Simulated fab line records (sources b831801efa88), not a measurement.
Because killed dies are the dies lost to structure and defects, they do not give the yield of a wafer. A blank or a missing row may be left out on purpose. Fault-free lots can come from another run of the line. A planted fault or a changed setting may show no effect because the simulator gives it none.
Chamber matching    flow sky130    SKY_CONTACT_CVD_00 on pecvd-01 has 3 sister chambers
The step deposits Si3N4, target thk 75 nm. 3 wafers are shown with their chamber, then 9 later ones without.

## WAFERS WITH THEIR CHAMBER
wafer   chamber  heater power w (W)
L082.5  0        766
L086.5  1        675
L086.6  2        678

## WAFERS MISSING THEIR CHAMBER
wafer   heater power w (W)
L087.1  757
L087.3  771
L087.6  754
L089.1  709
L089.2  819
L089.5  709
L094.2  746
L094.5  788
L094.6  843

## WHICH CHAMBER EACH ONE RAN IN
wafer    from the rows above            in truth
L087.1   can't be placed: 0 or 2        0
L087.3   0                              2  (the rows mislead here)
L087.6   can't be placed: 0 or 2 or 1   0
L089.1   can't be placed: 2 or 1 or 0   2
L089.2   0                              0
L089.5   can't be placed: 2 or 1 or 0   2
L094.2   can't be placed: 0 or 2 or 1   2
L094.5   0                              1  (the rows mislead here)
L094.6   0                              0
Placed correctly: 2 of 9. Cannot be placed on the basis of these rows: 5; the candidates contain the true chamber in 5. 2 placed wrongly.
How it was worked out, from the rows above alone: a wafer's distance from a chamber is the root of the sum, over the readings, of the square of ((its reading less the chamber's mean) divided by the reading's scatter). If the next closest chamber is less than 2 further off than the closest, the wafer can't be placed; otherwise it belongs to the closest. A chamber's mean is the mean of its shown wafers. The scatter (one wafer shown for each chamber): square how far every hidden wafer sits from the nearest shown wafer, average those squares and take the square root.
